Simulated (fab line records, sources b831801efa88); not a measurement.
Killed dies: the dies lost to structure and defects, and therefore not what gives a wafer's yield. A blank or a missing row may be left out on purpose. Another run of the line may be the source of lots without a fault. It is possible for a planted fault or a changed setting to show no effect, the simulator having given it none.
Problem report in the 8D (eight disciplines) form, filled by code :: flow sky130 :: the parts of the form that need people (team, actions taken, sign-off) are left out

## 1. WHAT IS WRONG
Mean of spin-speed-rpm at SKY_METAL3_COAT_07: 3124.4 rpm across 6 wafers in 2 lots; on wafers with no fault it is 2999.8 rpm (standard deviation 2.2). That is +57 standard deviations from the usual mean.
The step: resist thk 60 nm.
Earliest sighting: wafer L115.3 on litho-track-02 at day 43 18:05. The record holds 18 wafers of 6 lots with a number at this step. By rule, "out" or "out of limits" means more than 4 standard deviations away from the usual mean. The other wafers with a number count as sound.

## 2. WHAT IT IS, WHAT IT ISN'T
question: which readings at this step
is: spin-speed-rpm
is not: -

question: which lots
is: L115, L118
is not: L103, L119, L120, L998

question: which wafers of those lots
is: all that have a number
is not: -

question: read on which tools
is: litho-track-02
is not: litho-track-03, litho-track-04

question: when
is: from day 43 18:05
is not: up to then (6 sound wafers); but 6 sound wafers of L119, L120 came after

## 3. SUSPECTS, AND WHAT RULES EACH OUT
Counting: a tool at a process step up to the reading stays a suspect if it ran every lot that is out and no sound lot after the first of them.
- litho-track-02 at SKY_METAL3_COAT_07 (resist thk 60 nm): kept. Every lot that is out went through it, starting with L115 (day 43 18:05), and after that it ran no sound lot; the last sound lot it ran before then is L103 (day 40 07:38). Out on those wafers are its own readings of spin-speed-rpm.
Left after counting: litho-track-02 at SKY_METAL3_COAT_07.

## 4. THE CAUSE (what the simulator had put in)
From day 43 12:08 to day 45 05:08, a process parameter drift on litho-track-02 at SKY_METAL3_COAT_07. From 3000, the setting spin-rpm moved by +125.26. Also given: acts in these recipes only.
This tool alone remained once counting was done.

## 5. THE EFFECT CHAIN, in route order
Rows list readings where the struck wafers' mean (over those with a number) sits beyond 3 standard deviations from the usual. Only readings for which the record gives a usual standard deviation are gone through. hours: the time from each lot's start at the first step in this table that gives one to its start at this step, as a median over the lots. sigmas: the change in usual standard deviations.
hours: 0
step: SKY_METAL3_COAT_07
reading: spin-speed-rpm
usual: 2999.8 rpm
on struck wafers: 3124.4
change: +124.6
sigmas: +57
The process steps in it:
- SKY_METAL3_COAT_07: resist thk 60 nm.
Later steps that measure or inspect, where all struck wafers having a row at the step show a number for every such reading and not one has moved that far: SKY_METAL3_CD_MEAS_13, SKY_METAL3_OVL_MEAS_14.

## 6. HOW IT WOULD HAVE BEEN CAUGHT EARLIER
The fault began at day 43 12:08; the first out-of-limits reading in this record came at day 43 18:05, 6 hours later.
